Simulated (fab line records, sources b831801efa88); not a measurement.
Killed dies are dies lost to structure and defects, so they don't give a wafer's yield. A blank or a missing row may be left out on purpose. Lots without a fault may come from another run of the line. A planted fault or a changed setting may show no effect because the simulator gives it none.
Chamber matching | flow sky130 | SKY_CAP2M_CVD_00 on pecvd-02: 3 sister chambers
The step deposits SiO2, target thk 15.5 nm. 3 wafers are shown with their chamber, then 7 later ones without.

WAFERS WITH THEIR CHAMBER
wafer  | chamber | heater_power_w (W)
L150.1 | 1       | 697
L149.3 | 0       | 777
L149.4 | 2       | 709

WAFERS WITHOUT THEIR CHAMBER
wafer  | heater_power_w (W)
L149.6 | 753
L161.1 | 751
L161.2 | 753
L161.5 | 747
L162.2 | 724
L162.4 | 729
L162.5 | 703

WHICH CHAMBER EACH WENT THROUGH
wafer  | from the rows above          | in truth
L149.6 | can't be placed: 0 or 2 or 1 | 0
L161.1 | can't be placed: 0 or 2 or 1 | 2
L161.2 | can't be placed: 0 or 2 or 1 | 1
L161.5 | can't be placed: 0 or 2 or 1 | 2
L162.2 | can't be placed: 2 or 1 or 0 | 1
L162.4 | can't be placed: 2 or 1 or 0 | 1
L162.5 | can't be placed: 1 or 2      | 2
Placed correctly: 0 of 7. Can't be placed from these rows: 7 (the true chamber is among the candidates in 7). Placed wrongly: 0.
How it was worked out, from the rows above alone: a wafer's distance from a chamber is the root of the sum, over the readings, of the square of ((its reading less the chamber's mean) divided by the reading's scatter). The wafer belongs to the nearest chamber; if the next one is less than 2 further off, it can't be placed. A chamber's mean is the mean of its shown wafers. The scatter: with one shown wafer a chamber, the root of the mean of the squares of how far each hidden wafer lies from its nearest shown one.
